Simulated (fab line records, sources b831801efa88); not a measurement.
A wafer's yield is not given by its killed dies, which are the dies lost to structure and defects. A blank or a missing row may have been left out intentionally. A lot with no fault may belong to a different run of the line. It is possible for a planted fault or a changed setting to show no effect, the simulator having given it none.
A lot that was struck, set against a sound lot | flow sky130 | 17 steps out of a route of 708
Sound: wafers L813.1, L813.3, L813.6. Struck: wafers L823.2, L823.4, L823.5. At the end, the cause is stated.
For every step that has rows: the tool of each side, followed by ch and its chambers, followed by its first start. Under that, the readings that differ: sound wafers | struck wafers | difference of the means | sigmas: that difference in standard deviations of wafers without a fault.
alike: readings with means less than 2 such deviations apart, plus words and numbers identical on both sides. not compared: withheld readings, readings lacking a value on some wafer, bounds such as >300 that could conceal the same value, and numbers that have no deviation in the record and whose values overlap.
Wherever a step has rows on one side only, a row that says differs or no value, or a row with sigmas, the two part there. Numbers that don't overlap but have no deviation are shown without sigmas and don't part them. A reading that every wafer of one side lacks parts them only if that side has two wafers or more.

SKY_METAL2_THK_MEAS_06: measures by xrf.
  sound on film-metro-03 at day 35 12:32; struck on film-metro-04 at day 38 21:19
  alike: METAL2_ALCU_THK
then, 8 steps without rows for these wafers: SKY_METAL2_DEHYDRATE_07 (time 60 s); SKY_METAL2_HMDS_08 (prime time 60 s); SKY_METAL2_COAT_09 (resist thk 60 nm); SKY_METAL2_COAT_10 (resist thk 450 nm); SKY_METAL2_SOFTBAKE_11 (time 90 s); SKY_METAL2_EXPOSE_12 (exposes mask MM2, target cd 140 nm); SKY_METAL2_PEB_13; SKY_METAL2_DEVELOP_14 (develop time 60 s).
SKY_METAL2_CD_MEAS_15 targets a cd of 140 nm.
  sound on cd-sem-01 at day 36 13:56; struck on cd-sem-02 at day 39 21:49
  alike: cd-nm
SKY_METAL2_OVL_MEAS_16:
  sound on overlay-01 at day 36 14:03; struck on overlay-02 at day 39 21:55
  alike: METAL2_OVL
SKY_METAL2_DESCUM_17: chemistry O2, time 8 s.
  sound on rie-metal-04 ch 0,1, day 36 14:05; struck on rie-metal-02 ch 0, day 39 21:57
  alike: drypump-motor-current-A, oes-product-au
  not compared: rf-hours-counter-h
SKY_METAL2_ETCH_18: etches BARC in N2/H2, stops on SiO2, time 45.9 s, target depth 60 nm.
  sound on rie-metal-04 ch 0,1, day 36 14:07; struck on rie-metal-02 ch 0, day 39 22:02
  reading                                       | sound             | struck            | difference | sigmas
  model.KrF-thick_of_METAL2_COAT_10.thk-nm (nm) | 395 394 394       | 369.1 370.1 371   | -24.3      |
  model.METAL2.cd-nm (nm)                       | 140.9 139.2 139.7 | 137.7 136.9 138.6 | -2.2       |
  alike: bias-w, drypump-motor-current-A, oes-product-au, throttle-valve-pct
  not compared: rf-hours-counter-h
SKY_METAL2_METAL_ETCH_19: etches the open film in Cl2/BCl3, stops on SiO2, target depth 360 nm, time 78 s.
  sound on rie-metal-04 ch 0,1, day 36 14:11; struck on rie-metal-02 ch 0, day 39 22:10
  reading                                       | sound           | struck            | difference | sigmas
  model.KrF-thick_of_METAL2_COAT_10.thk-nm (nm) | 165 161.4 159.5 | 136.6 137.5 138.5 | -24.4      |
  model.METAL2.cd-nm (nm)                       | 139 137.2 138   | 135.4 134.4 136.7 | -2.6       |
  alike: bias-w, drypump-motor-current-A, oes-product-au, throttle-valve-pct
  not compared: rf-hours-counter-h
SKY_METAL2_STRIP_20: strips in O2/N2.
  sound on plasma-asher-01 ch 0,1, day 36 14:17; struck on plasma-asher-03 ch 0,1, day 39 22:19
  reading                      | sound          | struck         | difference | sigmas
  drypump-motor-current-A (A)  | 5.2 5.3 5.2    | 6.5 5.9 5.9    | +0.9       | +2
  strip-time-to-endpoint-s (s) | 2.77 2.72 2.71 | 2.45 2.44 2.47 | -0.28      | -9
  alike: oes-product-au
  not compared: rf-hours-counter-h
then, 1 step without rows for these wafers: SKY_METAL2_STRIP_21 (strips in post etch residue remover, time 1200 s).
-- the record jumps here: 10 days lie between the struck wafers' starts before and after (it left off in module METAL2 and takes up again in module PAD_OPEN, whose first step shown is number 708 of the route) --
SKY_PAD_OPEN_PROBE_99:
  sound on prober-02 at day 46 22:22; struck on prober-01 at day 49 10:49
  reading            | sound    | struck   | difference | sigmas
  killed_at_M0_to_M3 | 46 55 51 | 33 39 38 | -14        | -2
  alike: defect-limited-yield, killed_at_M4_up, killed-at-contacts, killed-at-front-end, killed-at-other, killed-dies, killed-open, killed-short, sort_bin_3_pad_short, sort_bin_5_function, sort_bin_6_memory, sort-n-pass, sort-yield-pct
  not compared: model.etest.met2.width-nm

== WHERE THEY PART ==
At SKY_METAL2_STRIP_20 first; at SKY_PAD_OPEN_PROBE_99 last (within this record only).

WHY: what had been put in by the simulator
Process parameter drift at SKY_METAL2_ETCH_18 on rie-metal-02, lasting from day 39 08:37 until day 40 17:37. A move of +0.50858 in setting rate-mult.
